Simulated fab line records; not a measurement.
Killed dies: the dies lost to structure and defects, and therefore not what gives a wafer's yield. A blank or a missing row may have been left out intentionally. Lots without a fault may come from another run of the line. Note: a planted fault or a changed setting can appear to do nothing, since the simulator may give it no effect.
fab line records	flow sky130
record lots=24	wafers=72	lastDay=50
route steps=708 shown METAL1@434 VIA2@528 CAP2M@615 METAL4@629
lots with no fault: from the same line, run without faults
startH: start of the lot's first displayed wafer, in hours after the record's first day	waitH: hours since the lot's step before	" the same as in the row above	L1.1+2: one row covering several wafers at once	- either no value or no given start	* or withheld: withheld	< > ~ a bound
route shown NAME@n: a module of which the file shows steps, and the number in the route of the first	usual: mean and standard deviation over wafers with no fault	same: alike in all rows	chamber/n: place in a boat	sites: the reading at each site	_std_site: the values' standard deviation	_edge_site: inner sites' mean taken away from outer sites' mean	radiusMm: for every site, how far away it sits from the centre of the wafer	mask NAME#n: copy n	behind: tool/chamber where the wafer was last shaped	hold: what put the lot on hold/how long, in hours/how the hold closed	device: which transistor (n, p or np) failed to switch	end of line: at the end of the route, the tests of the same wafers	where a step has no rows: the recipe by itself	killed: not the wafer's yield, but the dies lost to structure and defects at the first sort	map: a wafer's dies, marking killed ones x, the rest . and places with no die _
set.NAME: the setting the step ran with; set.NAME@STEP: the setting that earlier step ran with	model.NAME: the simulator's own value behind a step, which no gauge read
the route's steps for a sample of lots (tables are steps, rows are wafers)
services: the hour from which a tool's chamber was out of use, counted from the record's first day as startH (under 0 if before that day), plus the number of hours and why
## steps
# step SKY_METAL1_SPUTTER_00
# recipe material=Ti	targetThkNm=15	powerW=3000	timeS=10	chamberPressurePa=0.4
# usual throttleValvePct=29.9/0.79
lot.wafer	tool	chamber	startH	waitH	throttleValvePct
L075.1	pvdSputter-01	-	746.32	0.2	30.6
L075.3	"	-	"	"	28.9
L075.5	"	-	"	"	30.6
L074.1	pvdSputter-03	-	748.41	0.1	29.5
L074.2	"	-	"	"	28.7
L074.4	"	-	"	"	28.9
L076.1	pvdSputter-02	-	756.79	0.2	29.0
L076.2	"	-	"	"	31.1
L076.6	"	-	"	"	30.3
L077.1	pvdSputter-03	-	758.36	0.1	31.0
L077.3	"	-	"	"	29.0
L077.6	"	-	"	"	31.2
L078.1	pvdSputter-02	-	765.64	0.2	31.1
L078.4	"	-	"	"	30.1
L078.5	"	-	"	"	29.1
L079.1	pvdSputter-01	-	803.86	0.1	29.5
L079.4	"	-	"	"	29.6
L079.6	"	-	"	"	28.9
L081.1	pvdSputter-02	-	806.30	0.1	30.9
L081.4	"	-	"	"	31.0
L081.5	"	-	"	"	29.1
L080.3	pvdSputter-01	-	808.85	0.2	29.1
L080.4	"	-	"	"	30.4
L080.5	"	-	"	"	30.2
L084.2	pvdSputter-02	-	837.29	0.1	30.3
L084.5	"	-	"	"	29.1
L084.6	"	-	"	"	30.9
L083.1	pvdSputter-01	-	839.09	0.1	30.0
L083.2	"	-	"	"	29.5
L083.4	"	-	"	"	30.5
L082.2	pvdSputter-01	-	841.76	0.1	30.2
L082.4	"	-	"	"	30.0
L082.5	"	-	"	"	30.5
L086.1	pvdSputter-01	-	855.21	0.1	28.8
L086.3	"	-	"	"	29.7
L086.5	"	-	"	"	29.3
L085.3	pvdSputter-02	-	863.30	0.1	31.0
L085.4	"	-	"	"	29.1
L085.5	"	-	"	"	31.1
L087.2	pvdSputter-02	-	865.66	0.1	29.2
L087.5	"	-	"	"	30.7
L087.6	"	-	"	"	28.8
L088.1	pvdSputter-03	-	871.87	0.1	28.2
L088.2	"	-	"	"	29.1
L088.6	"	-	"	"	29.2
L090.3	pvdSputter-01	-	876.60	0.1	28.8
L090.4	"	-	"	"	29.8
L090.5	"	-	"	"	30.1
L089.1	pvdSputter-01	-	879.36	0.1	29.5
L089.2	"	-	"	"	29.6
L089.4	"	-	"	"	29.2
L092.2	pvdSputter-01	-	885.31	0.1	29.9
L092.3	"	-	"	"	29.2
L092.4	"	-	"	"	29.4
L091.2	pvdSputter-03	-	887.79	0.1	29.6
L091.3	"	-	"	"	28.7
L091.5	"	-	"	"	28.8
L094.2	pvdSputter-01	-	895.14	0.1	30.4
L094.3	"	-	"	"	29.8
L094.5	"	-	"	"	29.6
L093.3	pvdSputter-02	-	899.08	0.1	29.0
L093.4	"	-	"	"	30.9
L093.6	"	-	"	"	30.9
L096.4	pvdSputter-02	-	903.63	0.1	29.1
L096.5	"	-	"	"	29.8
L096.6	"	-	"	"	30.8
L095.2	pvdSputter-02	-	905.91	0.2	30.1
L095.3	"	-	"	"	30.8
L095.5	"	-	"	"	29.1
L097.1	pvdSputter-02	-	914.10	0.2	29.0
L097.4	"	-	"	"	30.6
L097.5	"	-	"	"	30.8
# step SKY_METAL1_SPUTTER_03
# recipe material=Ti	targetThkNm=5	powerW=3000	timeS=3.3	chamberPressurePa=0.4
# usual throttleValvePct=29.9/0.8
lot.wafer	tool	chamber	startH	waitH	throttleValvePct
L075.1	pvdSputter-01	-	746.39	0.0	30.3
L075.3	"	-	"	"	29.0
L075.5	"	-	"	"	30.9
L074.1	pvdSputter-03	-	748.49	0.0	29.5
L074.2	"	-	"	"	28.7
L074.4	"	-	"	"	29.2
L076.1	pvdSputter-02	-	756.86	0.0	29.1
L076.2	"	-	"	"	30.9
L076.6	"	-	"	"	30.3
L077.1	pvdSputter-03	-	758.43	0.0	31.1
L077.3	"	-	"	"	28.9
L077.6	"	-	"	"	31.3
L078.1	pvdSputter-02	-	765.71	0.0	30.9
L078.4	"	-	"	"	30.0
L078.5	"	-	"	"	29.0
L079.1	pvdSputter-01	-	803.93	0.0	29.6
L079.4	"	-	"	"	29.9
L079.6	"	-	"	"	29.0
L081.1	pvdSputter-02	-	806.37	0.0	30.8
L081.4	"	-	"	"	30.9
L081.5	"	-	"	"	29.2
L080.3	pvdSputter-01	-	808.92	0.0	29.3
L080.4	"	-	"	"	30.4
L080.5	"	-	"	"	30.5
L084.2	pvdSputter-02	-	837.36	0.0	30.2
L084.5	"	-	"	"	29.2
L084.6	"	-	"	"	30.5
L083.1	pvdSputter-01	-	839.16	0.0	29.7
L083.2	"	-	"	"	29.8
L083.4	"	-	"	"	30.4
L082.2	pvdSputter-01	-	841.83	0.0	30.3
L082.4	"	-	"	"	29.8
L082.5	"	-	"	"	30.5
L086.1	pvdSputter-01	-	855.28	0.0	28.8
L086.3	"	-	"	"	29.9
L086.5	"	-	"	"	28.9
L085.3	pvdSputter-02	-	863.38	0.0	30.7
L085.4	"	-	"	"	29.1
L085.5	"	-	"	"	31.1
L087.2	pvdSputter-02	-	865.73	0.0	29.1
L087.5	"	-	"	"	30.8
L087.6	"	-	"	"	29.0
L088.1	pvdSputter-03	-	871.94	0.0	28.4
L088.2	"	-	"	"	29.0
L088.6	"	-	"	"	28.9
L090.3	pvdSputter-01	-	876.67	0.0	28.8
L090.4	"	-	"	"	29.7
L090.5	"	-	"	"	29.8
L089.1	pvdSputter-01	-	879.43	0.0	29.8
L089.2	"	-	"	"	29.7
L089.4	"	-	"	"	28.9
L092.2	pvdSputter-01	-	885.38	0.0	29.6
L092.3	"	-	"	"	28.8
L092.4	"	-	"	"	29.7
L091.2	pvdSputter-03	-	887.87	0.0	29.7
L091.3	"	-	"	"	29.0
L091.5	"	-	"	"	29.1
L094.2	pvdSputter-01	-	895.21	0.0	30.6
L094.3	"	-	"	"	29.7
L094.5	"	-	"	"	29.8
L093.3	pvdSputter-02	-	899.16	0.0	28.7
L093.4	"	-	"	"	31.0
L093.6	"	-	"	"	30.9
L096.4	pvdSputter-02	-	903.70	0.0	28.8
L096.5	"	-	"	"	30.2
L096.6	"	-	"	"	30.9
L095.2	pvdSputter-02	-	905.98	0.0	30.5
L095.3	"	-	"	"	31.2
L095.5	"	-	"	"	29.1
L097.1	pvdSputter-02	-	914.17	0.0	29.1
L097.4	"	-	"	"	31.2
L097.5	"	-	"	"	30.7
# step SKY_VIA2_CVD_21
# recipe material=W	targetThkNm=420	timeS=126.4	tempC=400	pressureTorr=40
# usual heaterPowerW=807/77
lot.wafer	tool	chamber	startH	waitH	heaterPowerW
L075.1	cvdW-02	0	859.07	0.0	767
L075.3	"	0	"	"	775
L075.5	"	1	"	"	774
L074.1	cvdW-02	0	859.69	0.0	769
L074.2	"	1	"	"	764
L074.4	"	0	"	"	768
L076.1	cvdW-02	0	870.21	0.0	764
L076.2	"	1	"	"	778
L076.6	"	1	"	"	764
L077.1	cvdW-02	0	872.23	0.0	745
L077.3	"	0	"	"	782
L077.6	"	0	"	"	775
L078.1	cvdW-01	1	878.03	0.0	1001
L078.4	"	0	"	"	769
L078.5	"	0	"	"	772
L079.1	cvdW-02	1	915.75	0.0	767
L079.4	"	1	"	"	770
L079.6	"	1	"	"	761
L081.1	cvdW-02	1	917.10	0.0	753
L081.4	"	0	"	"	765
L081.5	"	0	"	"	766
L080.3	cvdW-01	1	919.77	0.1	926
L080.4	"	0	"	"	746
L080.5	"	0	"	"	767
L084.2	cvdW-02	0	947.09	0.0	758
L084.5	"	1	"	"	755
L084.6	"	0	"	"	781
L083.1	cvdW-01	0	948.40	0.0	749
L083.2	"	1	"	"	917
L083.4	"	1	"	"	914
L082.2	cvdW-01	0	950.83	0.0	748
L082.4	"	0	"	"	755
L082.5	"	1	"	"	940
L086.1	cvdW-01	1	962.44	0.0	942
L086.3	"	0	"	"	727
L086.5	"	1	"	"	926
L085.3	cvdW-01	1	969.37	0.1	941
L085.4	"	0	"	"	755
L085.5	"	0	"	"	725
L087.2	cvdW-02	0	973.74	0.0	790
L087.5	"	0	"	"	750
L087.6	"	1	"	"	752
L088.1	cvdW-01	0	976.54	0.0	746
L088.2	"	1	"	"	930
L088.6	"	1	"	"	923
L090.3	cvdW-02	1	982.70	0.1	762
L090.4	"	0	"	"	808
L090.5	"	0	"	"	762
L089.1	cvdW-02	0	986.01	0.0	784
L089.2	"	1	"	"	779
L089.4	"	0	"	"	787
L092.2	cvdW-02	1	988.13	0.0	776
L092.3	"	1	"	"	745
L092.4	"	0	"	"	778
L091.2	cvdW-01	1	992.86	0.0	932
L091.3	"	1	"	"	946
L091.5	"	0	"	"	764
L094.2	cvdW-01	0	999.33	0.0	787
L094.3	"	1	"	"	965
L094.5	"	0	"	"	758
L093.3	cvdW-01	0	1002.22	0.1	777
L093.4	"	1	"	"	926
L093.6	"	0	"	"	750
L096.4	cvdW-02	0	1005.56	0.1	762
L096.5	"	0	"	"	779
L096.6	"	1	"	"	765
L095.2	cvdW-01	1	1009.59	0.0	948
L095.3	"	1	"	"	920
L095.5	"	1	"	"	934
L097.1	cvdW-01	1	1014.70	0.0	963
L097.4	"	1	"	"	927
L097.5	"	0	"	"	750
# step SKY_CAP2M_OVL_MEAS_12
# usual CAP2M_OVL=-2.0/1.6
lot.wafer	tool	chamber	startH	waitH	CAP2M_OVL[nm]
L075.1	overlay-01	-	964.78	0.1	-1.9
L075.3	"	-	"	"	-0.7
L075.5	"	-	"	"	-1.6
L074.1	overlay-01	-	966.42	0.1	-1.2
L074.2	"	-	"	"	-2.1
L074.4	"	-	"	"	-2.1
L076.1	overlay-02	-	975.01	0.1	-3.7
L076.2	"	-	"	"	-3.1
L076.6	"	-	"	"	-3.5
L077.1	overlay-01	-	977.56	0.1	0.4
L077.3	"	-	"	"	0.2
L077.6	"	-	"	"	-0.7
L078.1	overlay-01	-	982.56	0.1	-0.1
L078.4	"	-	"	"	-0.1
L078.5	"	-	"	"	-0.7
L079.1	overlay-02	-	1015.91	0.1	1.2
L079.4	"	-	"	"	-1.2
L079.6	"	-	"	"	0.6
L081.1	overlay-01	-	1017.01	0.1	-0.2
L081.4	"	-	"	"	-1.2
L081.5	"	-	"	"	0.5
L080.3	overlay-02	-	1020.44	0.1	-3.4
L080.4	"	-	"	"	-3.7
L080.5	"	-	"	"	-4.2
L084.2	overlay-01	-	1044.48	0.1	2.1
L084.5	"	-	"	"	0.3
L084.6	"	-	"	"	-0.4
L083.1	overlay-02	-	1045.16	0.1	-0.3
L083.2	"	-	"	"	-0.4
L083.4	"	-	"	"	-0.5
L082.2	overlay-02	-	1048.99	0.1	-3.0
L082.4	"	-	"	"	-2.3
L082.5	"	-	"	"	-2.4
L086.1	overlay-01	-	1058.82	0.1	0.4
L086.3	"	-	"	"	-2.4
L086.5	"	-	"	"	-1.8
L085.3	overlay-02	-	1065.45	0.1	-1.1
L085.4	"	-	"	"	-1.1
L085.5	"	-	"	"	-1.8
L087.2	overlay-02	-	1069.98	0.1	-2.9
L087.5	"	-	"	"	-5.4
L087.6	"	-	"	"	-2.6
L088.1	overlay-01	-	1072.41	0.1	-1.6
L088.2	"	-	"	"	-2.9
L088.6	"	-	"	"	-3.0
L090.3	overlay-02	-	1077.95	0.1	-1.7
L090.4	"	-	"	"	-2.0
L090.5	"	-	"	"	-3.6
L089.1	overlay-01	-	1080.42	0.1	-2.4
L089.2	"	-	"	"	-3.4
L089.4	"	-	"	"	-1.8
L092.2	overlay-01	-	1082.17	0.1	-3.6
L092.3	"	-	"	"	-3.5
L092.4	"	-	"	"	-3.8
L091.2	overlay-02	-	1087.72	0.1	-4.3
L091.3	"	-	"	"	-4.1
L091.5	"	-	"	"	-2.3
L094.2	overlay-02	-	1091.19	0.1	-3.0
L094.3	"	-	"	"	-1.5
L094.5	"	-	"	"	-2.2
L093.3	overlay-01	-	1095.02	0.1	-1.6
L093.4	"	-	"	"	-1.0
L093.6	"	-	"	"	-1.7
L096.4	overlay-02	-	1097.93	0.1	-1.3
L096.5	"	-	"	"	-3.5
L096.6	"	-	"	"	-2.8
L095.2	overlay-02	-	1101.24	0.1	-3.6
L095.3	"	-	"	"	-4.2
L095.5	"	-	"	"	-6.1
L097.1	overlay-02	-	1106.61	0.1	-3.0
L097.4	"	-	"	"	-3.3
L097.5	"	-	"	"	-2.3
# step SKY_METAL4_CD_MEAS_13
# recipe targetCdNm=300
# usual cdNm=299.5/1.4
lot.wafer	tool	chamber	startH	waitH	cdNm
L075.1	cdSem-02	-	988.78	-	298.8
L075.3	"	-	"	"	299.2
L075.5	"	-	"	"	298.6
L074.1	cdSem-02	-	990.36	-	297.9
L074.2	"	-	"	"	296.7
L074.4	"	-	"	"	296.2
L076.1	cdSem-02	-	998.88	-	300.3
L076.2	"	-	"	"	300.4
L076.6	"	-	"	"	300.8
L077.1	cdSem-02	-	1001.61	-	300.5
L077.3	"	-	"	"	301.6
L077.6	"	-	"	"	299.0
L078.1	cdSem-02	-	1006.80	-	297.6
L078.4	"	-	"	"	297.5
L078.5	"	-	"	"	297.5
L079.1	cdSem-01	-	1039.23	-	299.6
L079.4	"	-	"	"	300.7
L079.6	"	-	"	"	300.4
L081.1	cdSem-01	-	1041.10	-	300.3
L081.4	"	-	"	"	301.9
L081.5	"	-	"	"	300.4
L080.3	cdSem-01	-	1044.00	-	299.4
L080.4	"	-	"	"	299.0
L080.5	"	-	"	"	299.4
L084.2	cdSem-02	-	1066.15	-	301.4
L084.5	"	-	"	"	301.2
L084.6	"	-	"	"	301.1
L083.1	cdSem-01	-	1067.73	-	297.8
L083.2	"	-	"	"	298.1
L083.4	"	-	"	"	299.2
L082.2	cdSem-01	-	1071.10	-	298.7
L082.4	"	-	"	"	298.6
L082.5	"	-	"	"	298.0
L086.1	cdSem-02	-	1080.73	-	296.7
L086.3	"	-	"	"	300.2
L086.5	"	-	"	"	301.0
L085.3	cdSem-02	-	1086.79	-	299.2
L085.4	"	-	"	"	299.6
L085.5	"	-	"	"	299.9
L087.2	cdSem-01	-	1091.55	-	299.5
L087.5	"	-	"	"	299.4
L087.6	"	-	"	"	300.6
L088.1	cdSem-02	-	1094.41	-	298.6
L088.2	"	-	"	"	298.6
L088.6	"	-	"	"	298.6
L090.3	cdSem-02	-	1099.55	-	298.7
L090.4	"	-	"	"	300.0
L090.5	"	-	"	"	298.5
L089.1	cdSem-01	-	1102.61	-	299.3
L089.2	"	-	"	"	298.5
L089.4	"	-	"	"	298.9
L092.2	cdSem-02	-	1103.40	-	299.9
L092.3	"	-	"	"	299.9
L092.4	"	-	"	"	299.3
L091.2	cdSem-02	-	1108.73	-	298.2
L091.3	"	-	"	"	299.6
L091.5	"	-	"	"	300.0
L094.2	cdSem-01	-	1112.30	-	299.0
L094.3	"	-	"	"	299.5
L094.5	"	-	"	"	299.1
L093.3	cdSem-01	-	1115.65	-	299.6
L093.4	"	-	"	"	300.7
L093.6	"	-	"	"	300.4
L096.4	cdSem-01	-	1119.41	-	301.8
L096.5	"	-	"	"	300.6
L096.6	"	-	"	"	301.1
L095.2	cdSem-02	-	1121.83	-	300.4
L095.3	"	-	"	"	300.6
L095.5	"	-	"	"	302.2
L097.1	cdSem-01	-	1127.08	-	301.4
L097.4	"	-	"	"	300.5
L097.5	"	-	"	"	300.7
# step SKY_METAL4_ETCH_16
# recipe chemistry=N2/H2	target=BARC	ionEnergyEv=200	biasW=100	pressureMtorr=30	n2FlowSccm=100	h2FlowSccm=200	icpW=500	stopOn=SiO2	timeS=88.2	targetDepthA=600
# usual biasW=99.95/0.27	chamberPressureMTorr=30.003/0.029	drypumpMotorCurrentA=5.6/0.36	oesProductAu=0.625/0.0045	throttleValvePct=13.205/0.0082
lot.wafer	tool	chamber	startH	waitH	biasW	chamberPressureMTorr	drypumpMotorCurrentA	oesProductAu	rfHoursCounterH	throttleValvePct
L075.1	rieMetal-03	0	988.97	0.0	99.86	29.977	5.0	0.629	7	13.206
L075.3	"	0	"	"	99.78	29.997	5.0	0.620	-	13.202
L075.5	"	1	"	"	99.89	29.963	5.6	0.629	-	13.187
L074.1	rieMetal-03	1	990.55	0.0	99.91	30.022	5.5	0.623	5	13.198
L074.2	"	0	"	"	100.12	30.011	5.0	0.632	7	13.209
L074.4	"	1	"	"	99.99	29.974	5.6	0.632	-	13.201
L076.1	rieMetal-03	0	999.07	0.0	99.97	29.984	5.0	0.623	8	13.194
L076.2	"	1	"	"	100.16	30.024	5.6	0.616	6	13.212
L076.6	"	0	"	"	100.20	30.001	5.0	0.630	-	13.215
L077.1	rieMetal-01	1	1001.80	0.0	100.09	30.045	5.4	0.620	15	13.201
L077.3	"	1	"	"	100.60	30.057	5.4	0.625	-	13.208
L077.6	"	1	"	"	100.11	30.012	5.4	0.623	-	13.219
L078.1	rieMetal-01	0	1006.98	0.0	99.84	30.004	6.0	0.625	21	13.214
L078.4	"	0	"	"	99.94	29.976	6.1	0.628	-	13.197
L078.5	"	0	"	"	99.78	29.999	6.1	0.635	-	13.208
L079.1	rieMetal-01	1	1039.42	0.0	100.45	29.953	5.4	0.624	17	13.191
L079.4	"	0	"	"	100.03	29.978	6.0	0.623	-	13.212
L079.6	"	0	"	"	99.91	29.987	6.0	0.629	-	13.206
L081.1	rieMetal-02	1	1041.28	0.0	99.62	29.949	5.8	0.624	19	13.202
L081.4	"	1	"	"	99.85	30.005	5.8	0.624	-	13.208
L081.5	"	1	"	"	99.19	29.955	5.8	0.627	-	13.203
L080.3	rieMetal-03	0	1044.18	0.0	99.76	30.022	5.0	0.625	-	13.213
L080.4	"	1	"	"	99.41	30.038	5.5	0.623	-	13.204
L080.5	"	0	"	"	99.69	29.978	5.0	0.624	-	13.218
L084.2	rieMetal-03	1	1066.32	0.0	100.08	30.002	5.5	0.628	11	13.193
L084.5	"	0	"	"	99.98	30.001	5.0	0.624	-	13.200
L084.6	"	1	"	"	99.73	30.057	5.6	0.624	-	13.203
L083.1	rieMetal-02	1	1067.92	0.0	100.35	29.975	5.8	0.618	21	13.195
L083.2	"	0	"	"	100.31	30.020	5.9	0.623	22	13.200
L083.4	"	0	"	"	100.03	29.983	5.9	0.621	-	13.201
L082.2	rieMetal-02	1	1071.27	0.0	100.25	29.998	5.8	0.626	21	13.208
L082.4	"	1	"	"	100.25	30.045	5.8	0.631	-	13.218
L082.5	"	1	"	"	99.86	30.038	5.8	0.623	-	13.199
L086.1	rieMetal-03	1	1080.92	0.0	100.00	30.027	5.6	0.618	12	13.211
L086.3	"	1	"	"	100.14	30.050	5.6	0.630	-	13.203
L086.5	"	0	"	"	99.95	30.028	5.0	0.623	-	13.213
L085.3	rieMetal-01	0	1086.97	0.0	100.09	29.965	6.0	0.628	-	13.223
L085.4	"	1	"	"	100.04	29.941	5.4	0.621	-	13.206
L085.5	"	1	"	"	99.80	29.967	5.4	0.617	-	13.213
L087.2	rieMetal-03	0	1091.72	0.0	99.78	30.019	5.0	0.630	14	13.205
L087.5	"	1	"	"	99.69	29.991	5.6	0.634	-	13.209
L087.6	"	0	"	"	99.70	30.044	5.0	0.623	-	13.194
L088.1	rieMetal-02	0	1094.60	0.0	99.82	30.010	5.9	0.622	24	13.195
L088.2	"	1	"	"	99.70	29.978	5.8	0.627	23	13.199
L088.6	"	0	"	"	99.75	29.984	5.9	0.630	-	13.209
L090.3	rieMetal-01	0	1099.73	0.0	100.04	30.024	6.0	0.626	-	13.217
L090.4	"	1	"	"	100.23	30.048	5.4	0.626	-	13.218
L090.5	"	0	"	"	100.21	29.964	6.0	0.625	-	13.200
L089.1	rieMetal-01	1	1102.80	0.0	100.10	30.047	5.4	0.624	22	13.200
L089.2	"	0	"	"	99.92	30.000	6.1	0.627	2	13.213
L089.4	"	0	"	"	99.94	29.989	6.1	0.625	-	13.202
L092.2	rieMetal-01	1	1103.57	0.0	100.13	30.026	5.5	0.624	23	13.213
L092.3	"	0	"	"	99.81	30.007	6.0	0.630	-	13.204
L092.4	"	1	"	"	100.23	30.017	5.4	0.621	-	13.215
L091.2	rieMetal-03	1	1108.90	0.0	100.12	29.976	5.6	0.615	14	13.193
L091.3	"	1	"	"	99.69	30.021	5.6	0.625	-	13.196
L091.5	"	1	"	"	99.85	30.010	5.6	0.619	-	13.222
L094.2	rieMetal-01	0	1112.47	0.0	99.82	29.979	6.1	0.629	3	13.211
L094.3	"	1	"	"	100.31	30.036	5.4	0.627	-	13.188
L094.5	"	1	"	"	100.14	29.984	5.4	0.630	-	13.195
L093.3	rieMetal-01	1	1115.83	0.0	99.81	30.028	5.4	0.632	-	13.203
L093.4	"	0	"	"	99.88	30.018	6.0	0.628	-	13.198
L093.6	"	0	"	"	99.96	30.006	6.1	0.627	-	13.210
L096.4	rieMetal-02	1	1119.66	0.1	99.57	29.996	5.8	0.628	-	13.218
L096.5	"	1	"	"	99.82	29.992	5.8	0.632	-	13.204
L096.6	"	1	"	"	99.35	29.946	5.9	0.622	-	13.215
L095.2	rieMetal-03	0	1122.00	0.0	100.34	30.006	5.0	0.623	16	13.216
L095.3	"	1	"	"	100.06	29.980	5.6	0.624	-	13.209
L095.5	"	1	"	"	100.20	29.984	5.6	0.624	-	13.211
L097.1	rieMetal-01	1	1127.27	0.0	99.88	30.024	5.4	0.625	24	13.216
L097.4	"	0	"	"	99.66	29.989	6.1	0.627	-	13.200
L097.5	"	1	"	"	100.14	30.011	5.4	0.631	-	13.185
## services
tool	chamber	startH	hours	kind
rieMetal-01	-	722.54	1.8	repair
cvdW-01	-	724.68	0.9	repair
cvdW-02	1	733.72	6.7	repair
cvdW-01	-	761.34	1.2	repair
pvdSputter-01	-	791.03	4.0	repair
pvdSputter-02	-	830.20	2.3	repair
rieMetal-03	0	831.37	9.2	repair
cvdW-01	-	833.26	1.5	repair
cvdW-02	-	835.10	4.3	pm
rieMetal-01	1	855.46	4.4	repair
pvdSputter-01	-	897.33	13.1	repair
cvdW-01	-	904.00	14.0	pm
pvdSputter-01	-	910.19	7.6	repair
pvdSputter-02	-	940.01	12.7	repair
cvdW-02	-	960.80	11.5	repair
cvdW-02	-	1018.47	6.9	pm
pvdSputter-02	-	1042.24	1.9	repair
pvdSputter-02	-	1064.61	13.9	repair
cvdW-02	0	1069.25	2.2	repair
cvdW-01	0	1070.84	4.1	repair
rieMetal-01	-	1089.98	2.8	pm
pvdSputter-02	-	1093.81	3.1	repair
cvdW-01	0	1102.46	11.3	repair
cvdW-01	-	1109.45	2.8	pm
## key
fault none
